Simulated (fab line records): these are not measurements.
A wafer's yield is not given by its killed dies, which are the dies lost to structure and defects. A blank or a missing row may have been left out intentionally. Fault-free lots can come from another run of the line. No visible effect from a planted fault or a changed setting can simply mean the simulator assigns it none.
fab line records ; flow sfqLine
record: lots: 6; wafers: 16; lastDay: 81
route steps=325 shown INCOMING@1 L0@3
lots that met no fault: from a run of the same line without faults
startH: hours from the record's opening day to when the first of the lot's shown wafers began ; waitH: hours from the lot's prior step to this one ; " as in the row above ; L1.1+2: one row covering several wafers at once ; - value missing, or start not given ; * or withheld: withheld ; < > ~ a bound
route shown NAME@n: NAME is a module with steps in the file, n the number in the route of the first one ; usual: the fault-free wafers' mean and standard deviation ; same: alike in all rows ; chamber/n: place in a boat ; sites: the reading at each site ; _std_site: how widely they spread, as a standard deviation ; _edge_site: outer sites' mean less inner sites' ; radiusMm: how far each site lies from the wafer's centre ; mask NAME#n: copy n ; behind: the tool/chamber that last shaped the wafer ; hold: why the lot was held/for how many hours/how that ended ; device: the n, p or np transistor that did not switch ; end of line: the same wafers' tests at the end of the route ; for a step that has no rows: nothing shown but its recipe ; killed: dies that structure and defects cost at the first sort, which is not the same as the wafer's yield ; map: shows each die of a wafer: x if killed, . if not, _ if none is there
set.NAME: the setting that was run; set.NAME@STEP: the one run at that earlier step ; model.NAME: the simulator's own value behind a step, which no gauge read
lots at selected steps of the route; one table per step, one row per wafer
services: the hour from which a tool's chamber was out of use, counted from the record's first day as startH (under 0 if before that day), plus the number of hours and why
== steps ==
step: SFQ_INCOMING_BOW_MEAS_900
recipe: mode: bow
usual: INCOMING_BOW: 0/5.9
lot.wafer;tool;chamber;startH;waitH;INCOMING_BOW[um]
L345.1;filmMetro-03;-;30.00;-;8
L345.4;filmMetro-03;-;30.00;-;-2
L345.6;filmMetro-03;-;30.00;-;-3
L347.1;filmMetro-03;-;40.00;-;0
L347.2;filmMetro-03;-;40.00;-;-5
L347.6;filmMetro-03;-;40.00;-;2
L357.3;filmMetro-03;-;90.04;-;2
L357.4;filmMetro-03;-;90.04;-;-1
L358.3;filmMetro-03;-;95.04;-;2
L358.4;filmMetro-03;-;95.04;-;-4
L362.4;filmMetro-01;-;115.06;-;-5
L362.5;filmMetro-01;-;115.06;-;0
L362.6;filmMetro-01;-;115.06;-;-6
L364.1;filmMetro-03;-;125.00;-;-6
L364.3;filmMetro-03;-;125.00;-;3
L364.6;filmMetro-03;-;125.00;-;1
step: SFQ_TRILAYER_INCOMING_OXIDATION_002
recipe: tempC: 1000; ambient: H2O; targetThkA: 5000; pH2oTorr: 720; oxTimeS: 4939
step: SFQ_TRILAYER_L0_DEP_SPUTTER_003
recipe: material: MoNx_KI; basePressurePa: 1.33e-06; targetThkNm: 40; powerW: 800; timeS: 100; chamberPressurePa: 0.4
usual: throttleValvePct: 30.0/1.6
same: timeS: 100
lot.wafer;tool;chamber;startH;waitH;throttleValvePct
L345.1;pvdSputter-05;-;32.49;0.0;28.8
L345.4;pvdSputter-05;-;32.49;0.0;32.8
L345.6;pvdSputter-05;-;32.49;0.0;32.4
L347.1;pvdSputter-03;-;42.49;0.0;28.4
L347.2;pvdSputter-03;-;42.49;0.0;28.3
L347.6;pvdSputter-03;-;42.49;0.0;30.4
L357.3;pvdSputter-05;-;92.49;0.0;29.7
L357.4;pvdSputter-05;-;92.49;0.0;29.0
L358.3;pvdSputter-05;-;97.49;0.0;29.9
L358.4;pvdSputter-05;-;97.49;0.0;29.9
L362.4;pvdSputter-03;-;117.49;0.0;28.3
L362.5;pvdSputter-03;-;117.49;0.0;30.6
L362.6;pvdSputter-03;-;117.49;0.0;28.4
L364.1;pvdSputter-05;-;127.49;0.0;30.2
L364.3;pvdSputter-05;-;127.49;0.0;32.7
L364.6;pvdSputter-05;-;127.49;0.0;32.5
step: SFQ_L0_RS_MEAS_901
recipe: thkMeasGauge: four-point-probe; reads: MoNx_KI_of_TRILAYER_L0_DEP_SPUTTER_003
usual: L0_MONX_KI_RS: 43.4/0.37
lot.wafer;tool;chamber;startH;waitH;L0_MONX_KI_RS[ohm/sq]
L345.1;filmMetro-02;-;32.56;0.0;43.9
L345.4;filmMetro-02;-;32.56;0.0;43.6
L345.6;filmMetro-02;-;32.56;0.0;43.7
L347.1;filmMetro-02;-;42.56;0.0;43.3
L347.2;filmMetro-02;-;42.56;0.0;43.4
L347.6;filmMetro-02;-;42.56;0.0;43.3
L357.3;filmMetro-01;-;92.60;0.1;43.1
L357.4;filmMetro-01;-;92.60;0.1;43.7
L358.3;filmMetro-04;-;97.60;0.1;43.6
L358.4;filmMetro-04;-;97.60;0.1;42.9
L362.4;filmMetro-02;-;118.57;1.0;43.5
L362.5;filmMetro-02;-;118.57;1.0;42.8
L362.6;filmMetro-02;-;118.57;1.0;43.1
L364.1;filmMetro-04;-;127.56;0.0;43.3
L364.3;filmMetro-04;-;127.56;0.0;43.3
L364.6;filmMetro-04;-;127.56;0.0;43.5
step: SFQ_L0_THK_MEAS_902
recipe: thkMeasGauge: xrf; reads: MoNx_KI_of_TRILAYER_L0_DEP_SPUTTER_003
usual: L0_MONX_KI_THK: 40.8/0.39
lot.wafer;tool;chamber;startH;waitH;L0_MONX_KI_THK[nm]
L345.1;filmMetro-02;-;32.68;0.1;40.4
L345.4;filmMetro-02;-;32.68;0.1;40.7
L345.6;filmMetro-02;-;32.68;0.1;40.5
L347.1;filmMetro-02;-;42.68;0.1;40.9
L347.2;filmMetro-02;-;42.68;0.1;40.9
L347.6;filmMetro-02;-;42.68;0.1;40.9
L357.3;filmMetro-01;-;92.70;0.1;40.9
L357.4;filmMetro-01;-;92.70;0.1;40.4
L358.3;filmMetro-04;-;97.70;0.1;40.7
L358.4;filmMetro-04;-;97.70;0.1;41.2
L362.4;filmMetro-02;-;118.66;0.1;40.7
L362.5;filmMetro-02;-;118.66;0.1;41.5
L362.6;filmMetro-02;-;118.66;0.1;40.9
L364.1;filmMetro-04;-;127.68;0.1;41.0
L364.3;filmMetro-04;-;127.68;0.1;41.1
L364.6;filmMetro-04;-;127.68;0.1;40.9
step: SFQ_TRILAYER_L0_LITHO_COAT_010
recipe: resist: BARC; spinRpm: 3000; resistThkNm: 62
step: SFQ_TRILAYER_L0_LITHO_COAT_005
recipe: resist: KrF; spinRpm: 3000; resistThkNm: 600
step: SFQ_TRILAYER_L0_LITHO_SOFTBAKE_009
recipe: tempC: withheld; timeS: withheld; resist: KrF
step: SFQ_TRILAYER_L0_LITHO_EXPOSE_006
recipe: maskId: L0; na: 0.6; sourceShape: conventional; sigmaOuter: 0.65; targetCdNm: 2000; doseMj: 14.4
step: SFQ_TRILAYER_L0_LITHO_PEB_008
recipe: pebTempC: 115; pebTimeS: 60; resist: KrF
usual: heaterPowerTotalW: 79.15/0.069
lot.wafer;tool;chamber;startH;waitH;heaterPowerTotalW
L345.1;lithoTrack-02;0;101.20;1.0;79.23
L345.4;lithoTrack-02;0;101.20;1.0;79.11
L345.6;lithoTrack-02;0;101.20;1.0;79.08
L347.1;lithoTrack-02;0;112.00;1.0;79.15
L347.2;lithoTrack-02;0;112.00;1.0;79.22
L347.6;lithoTrack-02;0;112.00;1.0;79.05
L357.3;lithoTrack-02;0;180.68;0.7;79.16
L357.4;lithoTrack-02;0;180.68;0.7;79.21
L358.3;lithoTrack-02;0;187.88;0.7;79.12
L358.4;lithoTrack-02;0;187.88;0.7;79.21
L362.4;lithoTrack-01;0;207.10;0.5;79.14
L362.5;lithoTrack-01;0;207.10;0.5;79.01
L362.6;lithoTrack-01;0;207.10;0.5;79.10
L364.1;lithoTrack-03;0;222.63;1.0;79.15
L364.3;lithoTrack-03;0;222.63;1.0;79.02
L364.6;lithoTrack-03;0;222.63;1.0;79.11
step: SFQ_TRILAYER_L0_LITHO_DEVELOP_007
recipe: timeS: 60; resist: KrF
step: SFQ_TRILAYER_L0_BARC_OPEN_METAL_ETCH_010
recipe: maskMaterial: PR; chemistry: O2; targetDepthNm: 125; target: BARC; icpW: 600; biasW: 80; pressureMtorr: 10; timeS: 41.7
usual: drypumpMotorCurrentA: 5.9/0.37; oesProductAu: 0.685/0.0044
same: timeS: 41.7
lot.wafer;tool;chamber;startH;waitH;drypumpMotorCurrentA;oesProductAu;rfHoursCounterH;model.L0.cdNm
L345.1;rieMetal-02;1;101.50;0.1;5.2;0.685;197;1999
L345.4;rieMetal-02;0;101.50;0.1;6.5;0.682;-;2000
L345.6;rieMetal-02;1;101.50;0.1;5.2;0.689;-;2000
L347.1;rieMetal-02;0;112.30;0.1;6.5;0.688;138;2001
L347.2;rieMetal-02;0;112.30;0.1;6.5;0.688;-;2001
L347.6;rieMetal-02;0;112.30;0.1;6.5;0.678;-;2000
L357.3;rieMetal-01;1;180.95;0.1;5.7;0.684;-;2003
L357.4;rieMetal-01;0;180.95;0.1;5.8;0.688;-;1982
L358.3;rieMetal-01;0;188.15;0.1;5.8;0.683;-;1998
L358.4;rieMetal-01;1;188.15;0.1;5.7;0.690;-;1979
L362.4;rieMetal-03;1;207.35;0.1;6.3;0.686;-;2001
L362.5;rieMetal-03;0;207.35;0.1;5.5;0.688;-;2000
L362.6;rieMetal-03;1;207.35;0.1;6.3;0.679;-;2001
L364.1;rieMetal-02;0;222.93;0.1;6.5;0.688;158;1999
L364.3;rieMetal-02;0;222.93;0.1;6.5;0.681;-;1999
L364.6;rieMetal-02;0;222.93;0.1;6.5;0.680;-;1999
step: SFQ_TRILAYER_L0_ETCH_METAL_ETCH_008
recipe: target: MoNx_KI; stopOn: SiO2; maskMaterial: PR; chemistry: SF6/O2; targetDepthNm: 50; icpW: 600; biasW: 80; pressureMtorr: 10; timeS: 25
usual: drypumpMotorCurrentA: 5.9/0.37; oesProductAu: 0.875/0.0059
same: timeS: 25
lot.wafer;tool;chamber;startH;waitH;drypumpMotorCurrentA;oesProductAu;rfHoursCounterH;model.L0.cdNm
L345.1;rieMetal-02;1;101.56;0.0;5.2;0.868;197;1998
L345.4;rieMetal-02;0;101.56;0.0;6.5;0.873;-;2000
L345.6;rieMetal-02;1;101.56;0.0;5.2;0.869;-;2000
L347.1;rieMetal-02;0;112.41;0.1;6.5;0.878;138;2002
L347.2;rieMetal-02;0;112.41;0.1;6.5;0.875;-;2001
L347.6;rieMetal-02;0;112.41;0.1;6.5;0.879;-;2000
L357.3;rieMetal-01;1;181.00;0.0;5.7;0.875;-;2003
L357.4;rieMetal-01;0;181.00;0.0;5.8;0.879;-;1982
L358.3;rieMetal-01;0;188.20;0.0;5.8;0.874;-;1998
L358.4;rieMetal-01;1;188.20;0.0;5.7;0.873;-;1980
L362.4;rieMetal-03;1;207.40;0.0;6.3;0.873;-;2002
L362.5;rieMetal-03;0;207.40;0.0;5.6;0.875;-;2000
L362.6;rieMetal-03;1;207.40;0.0;6.3;0.877;-;2001
L364.1;rieMetal-02;0;222.99;0.0;6.5;0.875;158;2000
L364.3;rieMetal-02;0;222.99;0.0;6.5;0.875;-;2000
L364.6;rieMetal-02;0;222.99;0.0;6.5;0.870;-;2000
step: SFQ_TRILAYER_L0_STRIP_STRIP_009
recipe: gas: O2; powerW: 200; platenTempC: 40; overashFraction: 0.65; chemistry: O2; pressureMtorr: 50
usual: drypumpMotorCurrentA: 5.9/0.37; oesProductAu: 0.997/0.0098
lot.wafer;tool;chamber;startH;waitH;drypumpMotorCurrentA;oesProductAu;rfHoursCounterH
L345.1;rieMetal-02;1;101.60;0.0;5.2;0.999;197
L345.4;rieMetal-02;0;101.60;0.0;6.5;0.999;-
L345.6;rieMetal-02;1;101.60;0.0;5.2;1.005;-
L347.1;rieMetal-02;0;112.51;0.1;6.5;0.997;138
L347.2;rieMetal-02;0;112.51;0.1;6.5;1.000;-
L347.6;rieMetal-02;0;112.51;0.1;6.5;1.004;-
L357.3;rieMetal-01;1;181.23;0.2;5.7;0.986;-
L357.4;rieMetal-01;0;181.23;0.2;5.8;0.984;-
L358.3;rieMetal-01;0;188.43;0.2;5.8;1.000;-
L358.4;rieMetal-01;1;188.43;0.2;5.8;0.992;-
L362.4;rieMetal-03;1;207.63;0.2;6.3;1.016;-
L362.5;rieMetal-03;0;207.63;0.2;5.6;1.014;-
L362.6;rieMetal-03;1;207.63;0.2;6.3;1.022;-
L364.1;rieMetal-02;0;223.03;0.0;6.5;1.001;159
L364.3;rieMetal-02;0;223.03;0.0;6.5;1.009;-
L364.6;rieMetal-02;0;223.03;0.0;6.5;0.995;-
== services ==
tool;chamber;startH;hours;kind
rieMetal-03;-;54.85;14.6;pm
pvdSputter-03;-;59.07;7.8;repair
pvdSputter-03;-;68.72;4.0;repair
rieMetal-03;1;88.44;22.6;repair
rieMetal-03;0;89.76;2.1;repair
rieMetal-02;1;105.56;-;clean
rieMetal-02;1;105.56;20.7;scheduledDown
rieMetal-02;1;105.56;20.7;ventCycle
rieMetal-03;1;111.08;-;clean
rieMetal-03;1;111.08;13.3;scheduledDown
rieMetal-03;1;111.08;13.3;ventCycle
pvdSputter-05;-;173.53;13.9;repair
pvdSputter-05;-;183.10;0.7;repair
pvdSputter-05;1;187.47;-;consumableReplace:kit
pvdSputter-05;1;187.47;18.0;scheduledDown
pvdSputter-05;1;187.47;18.0;ventCycle
pvdSputter-03;-;189.83;4.6;repair
== key ==
firstSign none at tools or gauges
modelEffect: step: SFQ_TRILAYER_L0_BARC_OPEN_METAL_ETCH_010; value: L0.cdNm; without: 2002; struck: 1981
modelEffect: step: SFQ_TRILAYER_L0_ETCH_METAL_ETCH_008; value: L0.cdNm; without: 2002; struck: 1981
metAt SFQ_TRILAYER_L0_LITHO_PEB_008
struckWafers L357.4,L358.4
onsetBetween 112.00 180.68
fault: kind: processParameterDrift; tool: lithoTrack-02; chamber: -; onsetH: 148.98; steps: SFQ_TRILAYER_L0_LITHO_PEB_008; channel: pebTimeS; offset: *; shape: step; endH: 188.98; scope: struckWafersOnly; actsIn: *; stated: *
